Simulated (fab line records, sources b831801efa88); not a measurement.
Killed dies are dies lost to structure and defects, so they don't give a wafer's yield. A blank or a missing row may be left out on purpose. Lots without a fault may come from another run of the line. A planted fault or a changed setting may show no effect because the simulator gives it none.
Which tool did it? | flow gf180mcu | 15 lots, 45 wafers sampled, at 4 steps of a route of 602

WHAT THE GAUGES READ, wafer by wafer
GF_V1_THK_MEAS_01.
lot  | measured     | on            | V1_CVD_00_THK (nm)
L428 | day 16 17:58 | film_metro-02 | 590 604 613
L429 | day 17 05:31 | film_metro-01 | 597 602 612
L430 | day 18 16:44 | film_metro-02 | 601 607 598
L431 | day 18 23:19 | film_metro-01 | 615 609 611
L433 | day 19 00:31 | film_metro-04 | 606 612 608
L432 | day 19 01:31 | film_metro-02 | 602 615 606
L438 | day 21 06:23 | film_metro-02 | 604 609 586
L440 | day 21 14:14 | film_metro-02 | 623 607 594
L442 | day 22 16:44 | film_metro-02 | 586 608 596
L443 | day 22 19:57 | film_metro-02 | 598 616 603
L444 | day 23 04:59 | film_metro-04 | 591 588 605
L446 | day 23 17:40 | film_metro-01 | 610 590 596
L447 | day 24 01:41 | film_metro-01 | 595 596 604
L449 | day 24 15:14 | film_metro-02 | 612 592 603
L451 | day 25 07:29 | film_metro-02 | 592 601 607

GF_M2_THK_MEAS_06: measures by xrf.
lot  | measured     | on            | M2_ALCU_THK (nm)
L428 | day 17 18:40 | film_metro-01 | 444 448 446
L429 | day 18 06:14 | film_metro-02 | 436 431 428
L430 | day 19 19:26 | film_metro-01 | 442 443 443
L431 | day 20 02:12 | film_metro-01 | 442 450 452
L433 | day 20 02:45 | film_metro-03 | 443 442 448
L432 | day 20 04:03 | film_metro-02 | 441 445 438
L438 | day 22 09:01 | film_metro-03 | 451 447 440
L440 | day 22 16:16 | film_metro-02 | 453 451 441
L442 | day 23 17:35 | film_metro-02 | 439 442 440
L443 | day 23 21:13 | film_metro-02 | 443 457 442
L444 | day 24 05:49 | film_metro-02 | 431 437 443
L446 | day 24 18:18 | film_metro-03 | 445 449 457
L447 | day 25 01:32 | film_metro-03 | 453 456 446
L449 | day 25 14:54 | film_metro-03 | 445 434 433
L451 | day 26 07:23 | film_metro-03 | 467 458 454

WHICH TOOL RAN EACH LOT (tool, then ch and the chambers of the sampled wafers, then the start)
lot  | GF_MVPSD_IMPLANT_09             | GF_M2_SPUTTER_04
L428 | implanter-04 ch 0, day 4 17:19  | pvd_sputter-03, day 17 18:30
L429 | implanter-04 ch 0, day 4 22:13  | pvd_sputter-02, day 18 06:04
L430 | implanter-04 ch 0, day 5 22:30  | pvd_sputter-02, day 19 19:16
L431 | implanter-04 ch 0, day 5 23:59  | pvd_sputter-03, day 20 02:02
L433 | implanter-02 ch 0, day 6 02:10  | pvd_sputter-02, day 20 02:35
L432 | implanter-04 ch 0, day 6 03:32  | pvd_sputter-03, day 20 03:53
L438 | implanter-02 ch 0, day 7 14:35  | pvd_sputter-03, day 22 08:51
L440 | implanter-03 ch 0, day 8 04:00  | pvd_sputter-01, day 22 16:05
L442 | implanter-02 ch 0, day 8 19:47  | pvd_sputter-02, day 23 17:25
L443 | implanter-04 ch 0, day 9 00:01  | pvd_sputter-01, day 23 21:03
L444 | implanter-03 ch 0, day 9 07:22  | pvd_sputter-02, day 24 05:39
L446 | implanter-03 ch 0, day 9 15:10  | pvd_sputter-03, day 24 18:08
L447 | implanter-04 ch 0, day 9 22:30  | pvd_sputter-01, day 25 01:20
L449 | implanter-03 ch 0, day 10 11:43 | pvd_sputter-02, day 25 14:44
L451 | implanter-04 ch 0, day 10 21:20 | pvd_sputter-01, day 26 07:14
- GF_MVPSD_IMPLANT_09
- GF_M2_SPUTTER_04: material TiN, target thk 50 nm, time 41.7 s.

WHAT THE TOOLS THEMSELVES READ (means of the sampled wafers that have a number; where no wafer has one, the mark that the record gives instead)
GF_MVPSD_IMPLANT_09.
lot  | tool         | beam_energy_keV | dose_ions_cm2
L428 | implanter-04 | 39.993          | 5e+12
L429 | implanter-04 | 40.004          | 5e+12
L430 | implanter-04 | 39.984          | 5e+12
L431 | implanter-04 | 39.992          | 5e+12
L433 | implanter-02 | 39.996          | 5e+12
L432 | implanter-04 | 39.997          | 5e+12
L438 | implanter-02 | 39.985          | 5e+12
L440 | implanter-03 | 39.989          | 5e+12
L442 | implanter-02 | 40.004          | 5e+12
L443 | implanter-04 | 40.003          | 5e+12
L444 | implanter-03 | 39.986          | 5e+12
L446 | implanter-03 | 40.010          | 5e+12
L447 | implanter-04 | 39.993          | 5e+12
L449 | implanter-03 | 40.009          | 5e+12
L451 | implanter-04 | 40.000          | 5e+12

GF_M2_SPUTTER_04.
lot  | tool           | throttle_valve_pct (%)
L428 | pvd_sputter-03 | 31.2
L429 | pvd_sputter-02 | 29.7
L430 | pvd_sputter-02 | 29.6
L431 | pvd_sputter-03 | 30.6
L433 | pvd_sputter-02 | 29.5
L432 | pvd_sputter-03 | 30.4
L438 | pvd_sputter-03 | 30.8
L440 | pvd_sputter-01 | 29.9
L442 | pvd_sputter-02 | 30.2
L443 | pvd_sputter-01 | 30.0
L444 | pvd_sputter-02 | 29.9
L446 | pvd_sputter-03 | 30.9
L447 | pvd_sputter-01 | 29.9
L449 | pvd_sputter-02 | 30.1
L451 | pvd_sputter-01 | 29.9

THE ANSWER, worked out from the rows above alone
Rule: what is usual is taken from the lots themselves. Put in order of their means at a reading, lots are off if they are a third of the lots or fewer, leave a main group of 4 or more, and stand apart from it by a gap of 3 or more times the standard deviation of the main group's means; of several such gaps the widest counts. A main group whose means are all the same, to the digits that the tables above print for the reading, isn't used. A lot without any number at a reading at which 4 lots or more have one is off too. The other lots that the step has rows for count as sound. The gauges are gone through in route order, then the tools' own readings, and for those a lot's mean is taken as printed above. The first step at which some lot is off is used, and at that step the reading that is off furthest; a lot without a number counts as furthest.
No lot is off at any reading shown: from this, nothing can be told.

WHAT THE SIMULATOR HAD PUT IN
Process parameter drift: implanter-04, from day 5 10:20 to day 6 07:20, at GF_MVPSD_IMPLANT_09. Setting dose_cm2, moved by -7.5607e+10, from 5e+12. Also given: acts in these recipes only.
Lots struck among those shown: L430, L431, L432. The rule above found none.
